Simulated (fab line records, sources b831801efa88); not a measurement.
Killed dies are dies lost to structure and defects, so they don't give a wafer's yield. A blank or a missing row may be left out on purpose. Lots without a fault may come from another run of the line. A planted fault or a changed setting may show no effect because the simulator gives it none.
Which tool did it? | flow gf180mcu | 13 lots, 39 wafers sampled, at 2 steps of a route of 602

WHAT THE GAUGES READ, wafer by wafer
GF_VT_IMPLANT_TW_MEAS_43. Usual: VT_IMPLANT_4_TW 688, standard deviation 9.2.
lot  | measured     | on            | VT_IMPLANT_4_TW | flag
L492 | day 7 21:05  | film_metro-04 | 675 673 680     |
L494 | day 8 11:47  | film_metro-02 | 692 695 692     |
L495 | day 8 17:02  | film_metro-02 | 691 692 690     |
L496 | day 8 20:55  | film_metro-02 | 691 691 691     |
L497 | day 9 06:08  | film_metro-03 | 700 703 700     |
L500 | day 9 23:58  | film_metro-04 | 678 679 680     |
L501 | day 10 13:20 | film_metro-02 | 694 694 692     |
L509 | day 12 14:38 | film_metro-03 | 696 702 701     |
L510 | day 12 19:04 | film_metro-04 | 684 680 682     |
L511 | day 13 01:25 | film_metro-02 | 695 700 694     |
L512 | day 13 10:46 | film_metro-04 | 675 677 679     |
L513 | day 13 16:26 | film_metro-04 | 679 678 678     |
L514 | day 13 23:51 | film_metro-04 | 681 683 679     |

WHICH TOOL RAN EACH LOT (tool, then ch and the chambers of the sampled wafers, then the start)
lot  | GF_VT_IMPLANT_STRIP_09
L492 | plasma_asher-01 ch 0,1, day 5 22:40
L494 | plasma_asher-03 ch 0,1, day 6 11:04
L495 | plasma_asher-04 ch 0,1, day 6 16:16
L496 | plasma_asher-01 ch 0,1, day 6 20:37
L497 | plasma_asher-03 ch 0,1, day 7 04:50
L500 | plasma_asher-01 ch 0,1, day 7 21:49
L501 | plasma_asher-01 ch 0,1, day 8 09:55
L509 | plasma_asher-04 ch 0,1, day 10 05:08
L510 | plasma_asher-04 ch 0,1, day 10 11:40
L511 | plasma_asher-03 ch 1, day 10 17:01
L512 | plasma_asher-03 ch 0, day 11 01:01
L513 | plasma_asher-03 ch 0,1, day 11 05:49
L514 | plasma_asher-03 ch 0,1, day 11 12:32
- GF_VT_IMPLANT_STRIP_09: strips in O2/N2.

WHAT THE TOOLS THEMSELVES READ (means of the sampled wafers that have a number; where no wafer has one, the mark that the record gives instead)
GF_VT_IMPLANT_STRIP_09. Usual: drypump_motor_current_A 5.5 A, standard deviation 0.49; heater_power_w 351 W, standard deviation 23; oes_product_au 0.716 a.u., standard deviation 0.0048; strip_time_to_endpoint_s 12.62 s, standard deviation 0.038.
lot  | tool            | drypump_motor_current_A (A) | heater_power_w (W) | oes_product_au (a.u.) | strip_time_to_endpoint_s (s) | flag
L492 | plasma_asher-01 | 5.3                         | 350                | 0.716                 | 12.60                        |
L494 | plasma_asher-03 | 5.2                         | 349                | 0.718                 | 12.60                        |
L495 | plasma_asher-04 | 6.1                         | 341                | 0.713                 | 12.61                        |
L496 | plasma_asher-01 | 5.3                         | 370                | 0.717                 | 12.66                        |
L497 | plasma_asher-03 | 5.2                         | 363                | 0.718                 | 12.59                        |
L500 | plasma_asher-01 | 5.3                         | 348                | 0.716                 | 12.66                        |
L501 | plasma_asher-01 | 5.3                         | 369                | 0.720                 | 12.59                        |
L509 | plasma_asher-04 | 6.3                         | 349                | 0.718                 | 12.59                        |
L510 | plasma_asher-04 | 6.3                         | 351                | 0.709                 | 12.56                        |
L511 | plasma_asher-03 | 5.2                         | 367                | 0.713                 | 12.66                        |
L512 | plasma_asher-03 | 5.2                         | 329                | 0.718                 | 12.59                        |
L513 | plasma_asher-03 | 5.2                         | 341                | 0.717                 | 12.70                        |
L514 | plasma_asher-03 | 5.2                         | 346                | 0.720                 | 12.66                        |

THE ANSWER, worked out from the rows above alone
Rule: a lot is off if the mean of its wafers that have a number lies more than 3 standard deviations from the usual mean. A lot without any number at a reading at which 4 lots or more have one is off too. The other lots that the step has rows for count as sound. The gauges are gone through in route order, then the tools' own readings, and for those a lot's mean is taken as printed above. The first step at which some lot is off is used, and at that step the reading that is off furthest; a lot without a number counts as furthest.
No lot is off at any reading shown: from this, nothing can be told.

WHAT THE SIMULATOR HAD PUT IN
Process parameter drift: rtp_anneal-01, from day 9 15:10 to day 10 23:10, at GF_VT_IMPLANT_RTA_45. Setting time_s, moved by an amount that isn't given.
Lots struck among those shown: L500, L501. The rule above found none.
